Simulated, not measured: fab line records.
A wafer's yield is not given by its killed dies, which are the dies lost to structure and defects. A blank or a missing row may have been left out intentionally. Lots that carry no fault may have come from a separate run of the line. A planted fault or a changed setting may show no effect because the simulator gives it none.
A single fault, viewed from 2 desks	flow gf180mcu	numbers are kept per desk, each desk with only its own; the story behind them comes last

## AT THE METROLOGY DESK
Means of the sampled wafers that have a number, per lot and without regard to the tool the lot ran on: this is what the gauges read. The brackets show how far a lot's mean lies from the usual mean; more than 4 standard deviations puts the lot out of limits, marked OUT.
Columns: A = cd_nm at GF_V1_CD_MEAS_14, usual 260.1 nm; B = V1_OVL at GF_V1_OVL_MEAS_15, usual 3 nm
lot	first seen here	A	B
L428	day 18 00:25	259.4	4
L434	day 20 18:20	262.6	10
L439	day 22 11:12	259.5	-11
L442	day 23 14:07	260.2	-2
L445	day 24 09:04	262.1	2
L447	day 24 22:55	257.6	-1
This desk's verdict: no lot among the 6 shows anything out of limits.

## THE TOOL OWNER'S DESK: pvd_sputter-03
The tool's own readings at GF_V1_SPUTTER_21 (material Ti, target thk 15 nm, time 80.02 s): means of the sampled wafers that have a number, for each lot that ran on this tool. The brackets show how far a lot's mean lies from the usual mean; more than 4 standard deviations puts the lot out of limits, marked OUT.
Columns: A = throttle_valve_pct at GF_V1_SPUTTER_21, usual 29.6 %
lot	first seen here	A
L434	day 20 19:10	29.6
L439	day 22 12:02	30.5
L442	day 23 14:53	29.8
This desk's verdict: no lot among the 3 shows anything out of limits.

## ALL TOGETHER
At the metrology desk, nothing out of limits was observed.
The desk of the tool owner found nothing out of limits.

## WHAT THE SIMULATOR PUT IN
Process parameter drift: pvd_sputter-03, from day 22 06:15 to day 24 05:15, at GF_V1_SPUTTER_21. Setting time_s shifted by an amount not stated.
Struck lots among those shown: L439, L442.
